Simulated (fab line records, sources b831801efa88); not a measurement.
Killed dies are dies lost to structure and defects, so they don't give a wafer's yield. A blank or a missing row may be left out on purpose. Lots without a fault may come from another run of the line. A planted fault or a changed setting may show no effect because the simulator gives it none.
A struck lot beside a sound one | flow sky130 | 35 steps out of a route of 708
Sound: wafers L128.2, L128.3, L128.5. Struck: wafer L132.2. (L132.1, L132.6 of the same lot were not struck and are left out.) The cause comes at the end.
At each step with rows: each side's tool, then ch and its chambers, then its first start. Under that, the readings that differ: sound wafers | struck wafers | difference of the means | sigmas: that difference in standard deviations of wafers without a fault.
alike: readings whose means differ by less than 2 such deviations, and words and numbers that are the same on both sides. not compared: withheld readings, readings that some wafer has no value for, bounds like >300 that may hide the same value, and numbers for which the record gives no deviation and whose values overlap.
The two part at a step that has a row with sigmas, a row that says differs or no value, or rows on one side only. Numbers that don't overlap but have no deviation are shown without sigmas and don't part them. A reading that every wafer of one side lacks parts them only if that side has two wafers or more.

SKY_SD_P_CD_MEAS_07: target cd 380 nm.
  sound on cd_sem-02, day 27 06:41; struck on cd_sem-02, day 29 13:38
  alike: cd_nm
SKY_SD_P_OVL_MEAS_08:
  sound on overlay-01, day 27 06:48; struck on overlay-01, day 29 13:46
  alike: SD_P_OVL
then, 1 step without rows for these wafers: SKY_SD_P_IMPLANT_09.
SKY_SD_P_STRIP_10: strips in O2/N2.
  sound on plasma_asher-01 ch 0, day 27 06:59; struck on plasma_asher-02 ch 1, day 29 13:57
  alike: drypump_motor_current_A, o2_flow_sccm, oes_product_au, strip_time_to_endpoint_s
  not compared: rf_hours_counter_h
SKY_SD_P_TW_MEAS_11:
  sound on film_metro-01, day 27 07:05; struck on film_metro-02, day 29 14:03
  reading | sound          | struck | difference | sigmas
  SD_P_TW | 2773 2758 2769 | 2828   | +61        | +2
then, 7 steps without rows for these wafers: SKY_RES_XHIGH_DEHYDRATE_00 (time 60 s); SKY_RES_XHIGH_HMDS_01 (prime time 60 s); SKY_RES_XHIGH_COAT_02 (resist thk 1140 nm); SKY_RES_XHIGH_SOFTBAKE_03 (time 60 s); SKY_RES_XHIGH_EXPOSE_04 (exposes mask URPM, target cd 1270 nm); SKY_RES_XHIGH_PEB_05; SKY_RES_XHIGH_DEVELOP_06 (develop time 60 s).
SKY_RES_XHIGH_IMPLANT_07:
  sound on implanter-03 ch 0, day 28 11:50; struck on implanter-03 ch 0, day 30 17:54
  alike: tilt_deg
SKY_RES_XHIGH_STRIP_08: strips in O2/N2.
  sound on plasma_asher-03 ch 1, day 28 11:57; struck on plasma_asher-03 ch 1, day 30 18:03
  reading                      | sound             | struck | difference | sigmas
  strip_time_to_endpoint_s (s) | 14.27 14.29 14.26 | 14.18  | -0.09      | -2
  alike: drypump_motor_current_A, o2_flow_sccm, oes_product_au
  not compared: rf_hours_counter_h
SKY_RES_XHIGH_TW_MEAS_09:
  sound on film_metro-04, day 28 12:04; struck on film_metro-01, day 30 18:09
  reading      | sound          | struck | difference | sigmas
  RES_XHIGH_TW | 1649 1653 1647 | 1473   | -177       | -9
then, 7 steps without rows for these wafers: SKY_SD_N_DEHYDRATE_00 (time 60 s); SKY_SD_N_HMDS_01 (prime time 60 s); SKY_SD_N_COAT_02 (resist thk 1140 nm); SKY_SD_N_SOFTBAKE_03 (time 60 s); SKY_SD_N_EXPOSE_04 (exposes mask NSDM, target cd 380 nm); SKY_SD_N_PEB_05; SKY_SD_N_DEVELOP_06 (develop time 60 s).
SKY_SD_N_CD_MEAS_07: target cd 380 nm.
  sound on cd_sem-02, day 29 15:28; struck on cd_sem-02, day 31 21:23
  alike: cd_nm
SKY_SD_N_OVL_MEAS_08:
  sound on overlay-02, day 29 15:34; struck on overlay-02, day 31 21:31
  alike: SD_N_OVL
then, 2 steps without rows for these wafers: SKY_SD_N_IMPLANT_09; SKY_SD_N_IMPLANT_10.
SKY_SD_N_STRIP_11: strips in O2/N2.
  sound on plasma_asher-04 ch 0,1, day 29 15:54; struck on plasma_asher-01 ch 0, day 31 21:51
  alike: drypump_motor_current_A, o2_flow_sccm, oes_product_au, strip_time_to_endpoint_s
  not compared: rf_hours_counter_h
SKY_SD_N_TW_MEAS_12:
  sound on film_metro-04, day 29 16:04; struck on film_metro-01, day 31 21:57
  reading | sound          | struck | difference | sigmas
  SD_N_TW | 3983 4017 3995 | 3898   | -100       | -2
then, 1 step without rows for these wafers: SKY_SD_N_CLEAN_13 (cleans in SC1/SC2, time 150 s).
SKY_SD_N_RTA_14: time 2 s.
  sound on rtp_anneal-02 ch 0, day 29 16:11; struck on rtp_anneal-02 ch 0, day 31 22:04
  alike: lamp_power_pct, wafer_temp_C_max
SKY_SD_N_RS_MEAS_16: measures by four-point-probe.
  sound on film_metro-04, day 29 16:22; struck on film_metro-02, day 31 22:14
  alike: SD_N_RS
SKY_SD_N_RS_MEAS_17: measures by four-point-probe.
  sound on film_metro-04, day 29 16:29; struck on film_metro-02, day 31 22:22
  reading          | sound             | struck | difference | sigmas
  SD_P_RS (ohm/sq) | 147.7 147.2 147.5 | 146.4  | -1.1       | -2
SKY_SD_N_RS_MEAS_18: measures by four-point-probe.
  sound on film_metro-04, day 29 16:36; struck on film_metro-02, day 31 22:29
  reading               | sound             | struck | difference | sigmas
  RES_XHIGH_RS (ohm/sq) | 333.5 333.9 332.5 | 421.0  | +87.7      | +80
then, 1 step without rows for these wafers: SKY_SALICIDE_CLEAN_00 (cleans in HF-last, time 30 s).
-- the record jumps here: 17 days lie between the struck wafers' starts before and after (it left off in module SALICIDE and takes up again in module PAD_OPEN, whose first step shown is number 708 of the route) --
SKY_PAD_OPEN_PROBE_99:
  sound on prober-01, day 47 06:17; struck on prober-01, day 48 16:50
  reading                                            | sound                | struck    | difference | sigmas
  model.etest.res_xhigh_po.line_ohm_um               | 5447 5495 5303       | 1.668e+04 | +1.126e+04 |
  model.etest.res_xhigh_po.rs_ohm_sq_range           | 35.96 36.74 35.88    | 3902      | +3866      |
  model.etest.res_xhigh_po.rs_ohm_sq                 | 1889 1938 1863       | 5744      | +3847      |
  model.etest.res_xhigh_po.rs_ohm_sq_rim_less_centre | -28.83 -8.229 -23.94 | -2055     | -2035      |
  alike: killed_at_M0_to_M3, killed_at_M4_up, killed_at_contacts, killed_at_front_end, killed_at_other, killed_dies, killed_open, killed_short

WHERE THEY PART
First at SKY_SD_P_TW_MEAS_11; last, within this record, at SKY_SD_N_RS_MEAS_18. Later steps at which nothing parts them and some readings are alike: SKY_PAD_OPEN_PROBE_99.

WHY: what the simulator had put in
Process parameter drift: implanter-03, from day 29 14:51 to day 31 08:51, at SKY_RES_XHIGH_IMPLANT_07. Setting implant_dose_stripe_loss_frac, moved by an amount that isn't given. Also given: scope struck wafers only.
